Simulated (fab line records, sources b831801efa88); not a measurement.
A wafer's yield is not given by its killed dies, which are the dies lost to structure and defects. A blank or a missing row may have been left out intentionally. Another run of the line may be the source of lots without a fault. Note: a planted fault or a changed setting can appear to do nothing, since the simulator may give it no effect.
Chamber matching	flow sfq-line	SFQ_TRILAYER_I3_CMP_CMP_082 on cmp-02: 4 sister chambers
The step polishes SiO2. 7 wafers are shown with their chamber, then 8 later ones without.

WAFERS PAIRED WITH THEIR CHAMBERS
wafer	chamber	motor-current-A (A)	time-to-endpoint-s (s)
L630.3	2	9.3	212
L631.2	2	9.8	210
L632.4	0	9.1	222
L638.2	3	12.3	218
L638.5	1	10.0	219
L638.6	0	8.4	230
L639.3	1	10.5	221

WAFERS WITHOUT THEIR CHAMBER
wafer	motor-current-A (A)	time-to-endpoint-s (s)
L639.4	9.0	219
L639.5	10.5	222
L641.1	12.3	214
L641.5	8.5	226
L641.6	10.6	225
L642.1	10.2	219
L642.4	10.2	231
L642.6	10.5	233

THE CHAMBER EACH PASSED THROUGH
wafer	from the rows above	in truth
L639.4	can't be placed: 0 or 2 or 1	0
L639.5	1	1
L641.1	3	3
L641.5	0	0
L641.6	1	1
L642.1	1	1
L642.4	can't be placed: 1 or 0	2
L642.6	can't be placed: 1 or 0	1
Correctly placed: 5 of 8. From these rows, 3 cannot be placed; in 2 the true chamber is one of the candidates. Placed wrongly: 0.
How it was worked out, from the rows above alone: a wafer's distance from a chamber is the root of the sum, over the readings, of the square of ((its reading less the chamber's mean) divided by the reading's scatter). The wafer belongs to the nearest chamber; if the next one is less than 2 further off, it can't be placed. Each chamber's mean is taken over the wafers shown for it. The scatter is the square root of a quotient: the sum, over the shown wafers, of each reading's squared deviation from its chamber's mean, divided by wafers minus chambers.
